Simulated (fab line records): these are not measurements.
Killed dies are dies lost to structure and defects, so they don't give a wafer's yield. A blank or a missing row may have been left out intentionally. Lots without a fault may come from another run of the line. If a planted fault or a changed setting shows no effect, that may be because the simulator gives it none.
Chamber matching ; flow gf180mcu ; GF_V1_CMP_26 on cmp-01 has 4 sister chambers
The step polishes, stops on SiO2, t overpolish 15 s, target thk 0 nm. 8 wafers are shown with their chamber, then 7 later ones without.

WAFERS, EACH WITH ITS CHAMBER
wafer;chamber;motor_current_A (A);time_to_endpoint_s (s)
L177.2;2;10.3;88.1
L177.3;1;12.1;89.5
L177.4;0;13.5;87.6
L189.4;3;11.3;88.0
L189.5;0;13.3;90.4
L189.6;3;11.5;83.6
L190.1;2;11.5;89.3
L190.4;1;11.6;82.3

WAFERS MISSING THEIR CHAMBER
wafer;motor_current_A (A);time_to_endpoint_s (s)
L190.6;11.7;84.6
L191.1;12.2;84.8
L191.2;11.6;87.3
L191.6;13.4;85.5
L192.2;11.3;83.7
L192.3;11.1;79.4
L192.4;12.2;82.8

WHICH CHAMBER EACH WENT THROUGH
wafer;from the rows above;in truth
L190.6;can't be placed: 1 or 3 or 2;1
L191.1;can't be placed: 1 or 3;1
L191.2;can't be placed: 3 or 1 or 2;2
L191.6;0;0
L192.2;can't be placed: 3 or 1 or 2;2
L192.3;can't be placed: 3 or 1 or 2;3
L192.4;can't be placed: 1 or 3 or 0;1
Correctly placed: 1 of 7. These rows do not allow placing 6 (true chamber among the candidates in 6). Number placed wrongly: 0.
How it was worked out, from the rows above alone: a wafer's distance from a chamber is the root of the sum, over the readings, of the square of ((its reading less the chamber's mean) divided by the reading's scatter). The wafer belongs to the nearest chamber; if the next one is less than 2 further off, it can't be placed. For every chamber, the mean is computed from those of its wafers that are shown. The scatter: take each reading less its chamber's mean, square it, sum over the shown wafers, divide by the number of wafers less the number of chambers, and take the root.
